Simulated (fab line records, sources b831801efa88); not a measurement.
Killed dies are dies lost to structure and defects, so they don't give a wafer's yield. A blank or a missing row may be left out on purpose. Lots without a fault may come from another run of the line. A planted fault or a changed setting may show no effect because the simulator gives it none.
Problem report in the 8D (eight disciplines) form, filled by code | flow sky130 | the parts of the form that need people (team, actions taken, sign-off) are left out

1. THE PROBLEM
beam_energy_keV at SKY_LDD_N_IMPLANT_10 reads a mean of 18.835 on 6 wafers of 2 lots; wafers without a fault read 20.000 with a standard deviation of 0.0065. That is -99 or more standard deviations from the usual mean.
First seen on wafer L279.1, day 23 03:39, on implanter-01. The record holds 39 wafers of 13 lots with a number at this step. Rule for "out", or "out of limits": more than 4 standard deviations from the usual mean. The other wafers with a number count as sound.

2. WHAT IT IS AND WHAT IT IS NOT
question                    | is                     | is not
which readings at this step | beam_energy_keV        | rotation_deg
which lots                  | L279, L281             | L267, L268, L269, L272, L273, L274, L276, L283, L285, L287, L289
which wafers of those lots  | all that have a number | -
read on which tools         | implanter-01           | implanter-02, implanter-04
when                        | from day 23 03:39      | up to then (21 sound wafers); but 12 sound wafers of L283, L285, L287, L289 came after

3. SUSPECTS, AND WHAT RULES EACH OUT
Counting: a tool at a process step up to the reading stays a suspect if it ran every lot that is out and no sound lot after the first of them.
- implanter-01 at SKY_LDD_N_IMPLANT_10: kept. It ran every lot that is out, first L279 (day 23 03:39), and no sound lot after that; its last sound lot up to then is L276 (day 21 09:31). Its own readings are out on those wafers: beam_energy_keV.
Left after counting: implanter-01 at SKY_LDD_N_IMPLANT_10.

4. THE CAUSE (what the simulator had put in)
Process parameter drift: implanter-01, from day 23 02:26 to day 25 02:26, at SKY_LDD_N_IMPLANT_10. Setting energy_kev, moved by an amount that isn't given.
Counting left only this tool.

5. THE CHAIN OF EFFECTS, in route order
Each row: a reading whose mean over the struck wafers that have a number lies more than 3 standard deviations from the usual. Only readings for which the record gives a usual standard deviation are gone through. hours: the time from each lot's start at the first step in this table that gives one to its start at this step, as a median over the lots. sigmas: the change in usual standard deviations.
hours | step                 | reading         | usual  | on struck wafers | change | sigmas
0     | SKY_LDD_N_IMPLANT_10 | beam_energy_keV | 20.000 | 18.835           | -1.165 | -99 or more
The process steps in it:
- SKY_LDD_N_IMPLANT_10
Later measuring or inspecting steps at which every struck wafer that the step has a row for has a number for every such reading, and none has moved that far: SKY_METAL1_RS_MEAS_05, SKY_VIA1_THK_MEAS_01.

6. WHAT WOULD HAVE CAUGHT IT SOONER
In this record the first reading out of limits was taken at day 23 03:39, 1 hour after the fault began at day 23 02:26.
